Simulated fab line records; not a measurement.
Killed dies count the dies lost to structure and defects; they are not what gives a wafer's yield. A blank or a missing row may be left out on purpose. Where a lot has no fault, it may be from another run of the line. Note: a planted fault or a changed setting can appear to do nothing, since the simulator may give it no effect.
Matching of chambers + flow sky130 + SKY_CONTACT_ETCH_16 on rie-diel-03: 4 sister chambers
The step etches BARC in N2/H2, stops on SiO2, time 45.9 s, target depth 60 nm. 14 wafers are shown with their chamber, then 7 later ones without.

== EACH WAFER AND ITS CHAMBER ==
| wafer  | chamber | throttle-valve-pct (%) | oes-product-au (a.u.) |
|--------|---------|------------------------|-----------------------|
| L274.3 | 2       | 13.224                 | 0.849                 |
| L274.5 | 0       | 13.226                 | 0.858                 |
| L274.6 | 3       | 13.236                 | 0.852                 |
| L275.4 | 0       | 13.240                 | 0.850                 |
| L275.5 | 2       | 13.198                 | 0.859                 |
| L275.6 | 1       | 13.232                 | 0.851                 |
| L277.4 | 1       | 13.230                 | 0.856                 |
| L277.5 | 0       | 13.227                 | 0.855                 |
| L277.6 | 1       | 13.224                 | 0.857                 |
| L279.1 | 2       | 13.207                 | 0.859                 |
| L279.4 | 1       | 13.230                 | 0.853                 |
| L279.6 | 1       | 13.225                 | 0.863                 |
| L281.3 | 0       | 13.207                 | 0.851                 |
| L281.5 | 0       | 13.216                 | 0.858                 |

SIGNATURES (means of the wafers above)
| reading            | chamber 0 | chamber 1 | chamber 2 | chamber 3 | scatter within a chamber |
|--------------------|-----------|-----------|-----------|-----------|--------------------------|
| throttle-valve-pct | 13.22320  | 13.22820  | 13.20967  | 13.23600  | 0.0101                   |
| oes-product-au     | 0.85440   | 0.85600   | 0.85567   | 0.85200   | 0.00456                  |
Rule: a wafer's distance from a chamber is the root of the sum, over the readings, of the square of ((its reading less the chamber's mean) divided by the reading's scatter). The wafer belongs to the nearest chamber; if the next one is less than 2 further off, it can't be placed. The scatter is the square root of a quotient: the sum, over the shown wafers, of each reading's squared deviation from its chamber's mean, divided by wafers minus chambers.

== WAFERS WITH NO CHAMBER GIVEN ==
| wafer  | throttle-valve-pct (%) | oes-product-au (a.u.) |
|--------|------------------------|-----------------------|
| L281.6 | 13.245                 | 0.862                 |
| L287.1 | 13.226                 | 0.852                 |
| L287.3 | 13.232                 | 0.853                 |
| L287.4 | 13.231                 | 0.850                 |
| L292.2 | 13.207                 | 0.849                 |
| L292.5 | 13.221                 | 0.851                 |
| L292.6 | 13.232                 | 0.856                 |

== THE CHAMBER EACH PASSED THROUGH ==
| wafer  | from the rows above               | in truth |
|--------|-----------------------------------|----------|
| L281.6 | can't be placed: 1 or 3 or 0 or 2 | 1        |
| L287.1 | can't be placed: 0 or 1 or 3 or 2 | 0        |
| L287.3 | can't be placed: 3 or 1 or 0 or 2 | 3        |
| L287.4 | can't be placed: 3 or 0 or 1 or 2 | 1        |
| L292.2 | can't be placed: 2 or 0 or 1 or 3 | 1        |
| L292.5 | can't be placed: 0 or 1 or 3 or 2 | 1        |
| L292.6 | can't be placed: 1 or 0 or 3 or 2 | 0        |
0 of 7 placed correctly. From these rows, 7 cannot be placed; in 7 the true chamber is one of the candidates. Wrongly placed: 0.
